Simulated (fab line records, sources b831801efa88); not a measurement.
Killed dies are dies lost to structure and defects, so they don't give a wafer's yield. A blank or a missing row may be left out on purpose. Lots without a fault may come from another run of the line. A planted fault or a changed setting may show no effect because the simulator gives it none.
Chamber matching | flow sky130 | SKY_POLY_CUT_ETCH_11 on rie_diel-03: 4 sister chambers
The step etches Si3N4 in CF4/CH2F2/Ar, stops on poly-Si, time 42.5 s, target depth 60 nm. 4 wafers are shown with their chamber, then 8 later ones without.

WAFERS WITH THEIR CHAMBER
wafer  | chamber | drypump_motor_current_A (A)
L081.4 | 2       | 5.7
L087.2 | 1       | 4.9
L087.5 | 0       | 6.3
L089.2 | 3       | 6.6

WAFERS WITHOUT THEIR CHAMBER
wafer  | drypump_motor_current_A (A)
L089.3 | 5.8
L089.6 | 4.9
L094.1 | 4.9
L094.5 | 6.6
L094.6 | 6.3
L095.1 | 5.7
L095.2 | 6.3
L095.3 | 4.9

WHICH CHAMBER EACH WENT THROUGH
wafer  | from the rows above | in truth
L089.3 | 2                   | 2
L089.6 | 1                   | 1
L094.1 | 1                   | 1
L094.5 | 3                   | 3
L094.6 | 0                   | 0
L095.1 | 2                   | 2
L095.2 | 0                   | 0
L095.3 | 1                   | 1
Placed correctly: 8 of 8. Can't be placed from these rows: 0. Placed wrongly: 0.
How it was worked out, from the rows above alone: a wafer's distance from a chamber is the root of the sum, over the readings, of the square of ((its reading less the chamber's mean) divided by the reading's scatter). The wafer belongs to the nearest chamber; if the next one is less than 2 further off, it can't be placed. A chamber's mean is the mean of its shown wafers. The scatter: with one shown wafer a chamber, the root of the mean of the squares of how far each hidden wafer lies from its nearest shown one.
